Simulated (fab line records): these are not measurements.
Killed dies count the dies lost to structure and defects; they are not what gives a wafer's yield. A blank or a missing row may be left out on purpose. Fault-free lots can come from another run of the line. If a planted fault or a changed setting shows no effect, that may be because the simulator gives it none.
2 desks looking at one fault    flow sky130    only its own numbers are on each desk; what lay behind them is given at the end

TOOL OWNER'S DESK, plasmaAsher-01
The tool's own readings at SKY_METAL4_STRIP_19 (strips in O2/N2): means of the sampled wafers that have a number, for each lot that ran on this tool. If a lot's mean is further than 4 standard deviations from the usual mean, the lot is out of limits and carries the mark OUT (the distance appears in the brackets).
Columns: A = drypumpMotorCurrentA at SKY_METAL4_STRIP_19, usual 5.4 A; B = n2FlowSccm at SKY_METAL4_STRIP_19, usual 299.9 sccm; C = oesProductAu at SKY_METAL4_STRIP_19, usual 0.500 a.u.; D = stripTimeToEndpointS at SKY_METAL4_STRIP_19, usual 6.48 s
lot   first seen here  A    B      C      D
L890  day 43 04:29     5.4  299.9  0.501  6.48
L893  day 43 22:02     5.3  300.6  0.502  6.43
L895  day 44 06:10     5.3  298.9  0.510  6.65
This desk's finding: nothing out of limits on any of the 3 lots.

THE METROLOGY DESK
Means of the sampled wafers that have a number, per lot and without regard to the tool the lot ran on: this is what the gauges read. If a lot's mean is further than 4 standard deviations from the usual mean, the lot is out of limits and carries the mark OUT (the distance appears in the brackets).
Columns: A = cdNm at SKY_METAL2_CD_MEAS_15, usual 140.4 nm
lot   first seen here  A
L888  day 35 19:18     139.1
L890  day 36 16:54     139.0
L889  day 36 17:50     140.5
L892  day 36 23:26     139.9
L893  day 37 13:31     141.8
L895  day 37 22:26     140.7
L899  day 39 03:13     140.6
L901  day 39 16:14     137.9
L902  day 39 22:14     144.6
L903  day 40 09:05     142.5
L909  day 42 00:01     140.3
This desk's finding: nothing out of limits on any of the 11 lots.

PUT TOGETHER
Nothing out of limits was seen by the tool owner's desk.
Nothing out of limits was seen by the metrology desk.

WHAT THE SIMULATOR HAD INSERTED
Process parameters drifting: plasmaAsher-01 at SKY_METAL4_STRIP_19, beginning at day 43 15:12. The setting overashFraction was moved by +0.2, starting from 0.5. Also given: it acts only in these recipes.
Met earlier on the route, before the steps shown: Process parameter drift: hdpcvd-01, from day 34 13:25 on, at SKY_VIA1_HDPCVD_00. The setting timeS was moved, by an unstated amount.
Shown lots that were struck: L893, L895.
